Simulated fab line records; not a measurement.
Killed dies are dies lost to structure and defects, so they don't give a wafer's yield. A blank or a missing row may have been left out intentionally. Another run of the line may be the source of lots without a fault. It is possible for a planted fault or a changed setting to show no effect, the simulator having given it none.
The tool behind it: which one? | flow gf180mcu | 13 lots with 39 wafers sampled at 3 steps, on a route of 602 steps

## WHAT EACH GAUGE READ, for each wafer
GF_V5_CD_MEAS_14: target cd 260 nm.
lot  | measured     | on       | cdNm (nm)
L911 | day 27 10:46 | cdSem-01 | 260.6 261.5 261.0
L912 | day 27 16:26 | cdSem-01 | 261.5 261.0 259.7
L913 | day 28 03:12 | cdSem-01 | 261.4 261.6 261.6
L914 | day 28 06:59 | cdSem-01 | 261.8 261.4 260.6
L916 | day 28 23:22 | cdSem-02 | 262.2 261.1 261.5
L919 | day 29 22:35 | cdSem-02 | 260.0 260.3 260.6
L920 | day 30 08:34 | cdSem-01 | 263.1 262.1 262.9
L922 | day 30 20:40 | cdSem-01 | 261.1 262.2 260.4
L924 | day 31 12:38 | cdSem-02 | 258.9 258.4 258.9
L927 | day 32 01:03 | cdSem-01 | 257.6 259.4 258.9
L929 | day 32 15:41 | cdSem-02 | 261.3 261.3 260.8
L932 | day 33 05:29 | cdSem-01 | 261.0 261.1 260.2
L934 | day 33 15:41 | cdSem-02 | 262.5 259.8 261.1

GF_V5_THK_MEAS_25: measures by xrf.
lot  | measured     | on           | V5_W_THK (nm)
L911 | day 27 11:58 | filmMetro-03 | 352 343 358
L912 | day 27 17:36 | filmMetro-04 | 355 370 367
L913 | day 28 04:23 | filmMetro-03 | 351 363 362
L914 | day 28 08:10 | filmMetro-03 | 362 366 360
L916 | day 29 00:32 | filmMetro-01 | 350 352 364
L919 | day 29 23:46 | filmMetro-03 | 349 345 359
L920 | day 30 09:44 | filmMetro-01 | 353 362 356
L922 | day 30 21:57 | filmMetro-03 | 366 351 352
L924 | day 31 13:48 | filmMetro-04 | 351 351 364
L927 | day 32 02:15 | filmMetro-04 | 366 362 369
L929 | day 32 16:53 | filmMetro-04 | 355 372 351
L932 | day 33 06:43 | filmMetro-04 | 371 368 353
L934 | day 33 16:50 | filmMetro-01 | 355 356 355

## EACH LOT AND THE TOOL THAT RAN IT (in order: tool; ch and the chambers of the sampled wafers; start)
lot  | GF_MIM_SPUTTER_07
L911 | pvdSputter-04, day 24 18:16
L912 | pvdSputter-04, day 24 23:41
L913 | pvdSputter-01, day 25 11:10
L914 | pvdSputter-04, day 25 15:19
L916 | pvdSputter-03, day 26 08:34
L919 | pvdSputter-04, day 27 07:28
L920 | pvdSputter-04, day 27 21:11
L922 | pvdSputter-04, day 28 09:12
L924 | pvdSputter-03, day 29 03:14
L927 | pvdSputter-04, day 29 18:23
L929 | pvdSputter-01, day 30 08:50
L932 | pvdSputter-03, day 31 00:32
L934 | pvdSputter-01, day 31 10:24
- GF_MIM_SPUTTER_07: material TiN, target thk 60 nm, time 50 s.

## AS READ BY THE TOOLS THEMSELVES (means over the sampled wafers that have a number; for cases with no such wafer, the mark the record gives instead)
GF_MIM_SPUTTER_07.
lot  | tool          | throttleValvePct (%)
L911 | pvdSputter-04 | 28.9
L912 | pvdSputter-04 | 29.4
L913 | pvdSputter-01 | 30.0
L914 | pvdSputter-04 | 28.8
L916 | pvdSputter-03 | 30.0
L919 | pvdSputter-04 | 29.6
L920 | pvdSputter-04 | 28.7
L922 | pvdSputter-04 | 29.4
L924 | pvdSputter-03 | 30.6
L927 | pvdSputter-04 | 29.0
L929 | pvdSputter-01 | 30.4
L932 | pvdSputter-03 | 29.6
L934 | pvdSputter-01 | 29.8

## THE ANSWER, worked out from the rows above alone
Rule: what is usual is taken from the lots themselves. The widest of any qualifying gaps counts: lots, ordered by their means at a reading, are off when they make up no more than a third of the lots, leave a main group of 4 or more, and stand apart from it by 3 or more times the standard deviation of that group's means. A main group whose means are all the same, to the digits that the tables above print for the reading, isn't used. A lot without any number at a reading at which 4 lots or more have one is off too. Any other lot the step has rows for is counted as sound. The gauges are gone through in route order, then the tools' own readings, and for those a lot's mean is taken as printed above. At the first step where some lot is off, the reading lying furthest off is the one used; lots without a number count as furthest.
Nothing can be told from this: no lot is off at any reading shown.

## WHAT THE SIMULATOR PUT IN
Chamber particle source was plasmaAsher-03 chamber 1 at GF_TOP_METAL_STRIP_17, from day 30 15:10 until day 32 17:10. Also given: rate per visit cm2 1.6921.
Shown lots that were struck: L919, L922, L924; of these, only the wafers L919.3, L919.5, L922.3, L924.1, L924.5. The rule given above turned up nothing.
